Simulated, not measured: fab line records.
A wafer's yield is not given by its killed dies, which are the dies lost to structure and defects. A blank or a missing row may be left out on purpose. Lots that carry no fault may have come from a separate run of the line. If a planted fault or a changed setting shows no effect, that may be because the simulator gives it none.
Which of the tools did it? + flow gf180mcu + 6 lots, 18 wafers sampled, at 4 steps of a route of 602

WHAT THE GAUGES SHOWED, per wafer
GF_TOP_METAL_CD_MEAS_14: the cd target is 440 nm.
| lot  | measured     | on        | cd_nm (nm)        |
|------|--------------|-----------|-------------------|
| L753 | day 28 17:10 | cd_sem-01 | 437.7 438.9 437.1 |
| L755 | day 29 12:31 | cd_sem-02 | 438.7 439.2 438.6 |
| L758 | day 30 09:17 | cd_sem-01 | 437.9 437.9 437.5 |
| L763 | day 31 22:50 | cd_sem-01 | 441.8 441.3 440.2 |
| L770 | day 33 13:37 | cd_sem-01 | 438.5 439.1 441.5 |
| L772 | day 34 01:08 | cd_sem-01 | 440.3 438.8 440.2 |

EACH LOT AND THE TOOL THAT RAN IT (in order: tool; ch and the chambers of the sampled wafers; start)
| lot  | GF_V3_STRIP_18                       | GF_V5_SPUTTER_21             | GF_V5_CMP_26                  |
|------|--------------------------------------|------------------------------|-------------------------------|
| L753 | plasma_asher-02 ch 0,1, day 23 05:15 | pvd_sputter-04, day 27 23:02 | cmp-01 ch 1,2,3, day 27 23:29 |
| L755 | plasma_asher-01 ch 1, day 24 01:11   | pvd_sputter-01, day 28 16:32 | cmp-02 ch 0,2, day 28 16:59   |
| L758 | plasma_asher-01 ch 0,1, day 25 04:19 | pvd_sputter-01, day 29 14:10 | cmp-01 ch 0,1,3, day 29 14:37 |
| L763 | plasma_asher-03 ch 0,1, day 26 21:14 | pvd_sputter-01, day 31 04:40 | cmp-01 ch 0,2,3, day 31 05:07 |
| L770 | plasma_asher-01 ch 0,1, day 28 18:08 | pvd_sputter-03, day 32 20:32 | cmp-01 ch 0,1,2, day 32 20:56 |
| L772 | plasma_asher-02 ch 0,1, day 29 09:58 | pvd_sputter-03, day 33 08:52 | cmp-02 ch 1,2,3, day 33 09:16 |
- GF_V3_STRIP_18: strips in O2/N2.
- GF_V5_SPUTTER_21: material Ti, target thk 15 nm, time 80.02 s.
- GF_V5_CMP_26: polishes, stops on SiO2, t overpolish 15 s, target thk 0 nm.

THE ANSWER, worked out from the rows above alone
Rule: the usual values come from the lots themselves. The widest of any qualifying gaps counts: lots, ordered by their means at a reading, are off when they make up no more than a third of the lots, leave a main group of 4 or more, and stand apart from it by 3 or more times the standard deviation of that group's means. A main group whose means are all the same, to the digits that the tables above print for the reading, isn't used. Also off: a lot with no number at a reading for which 4 or more lots have one. Where the step has rows for the other lots, those lots are counted as sound.
None of the lots is off at any reading shown; this tells nothing.

WHAT THE SIMULATOR HAD PUT IN
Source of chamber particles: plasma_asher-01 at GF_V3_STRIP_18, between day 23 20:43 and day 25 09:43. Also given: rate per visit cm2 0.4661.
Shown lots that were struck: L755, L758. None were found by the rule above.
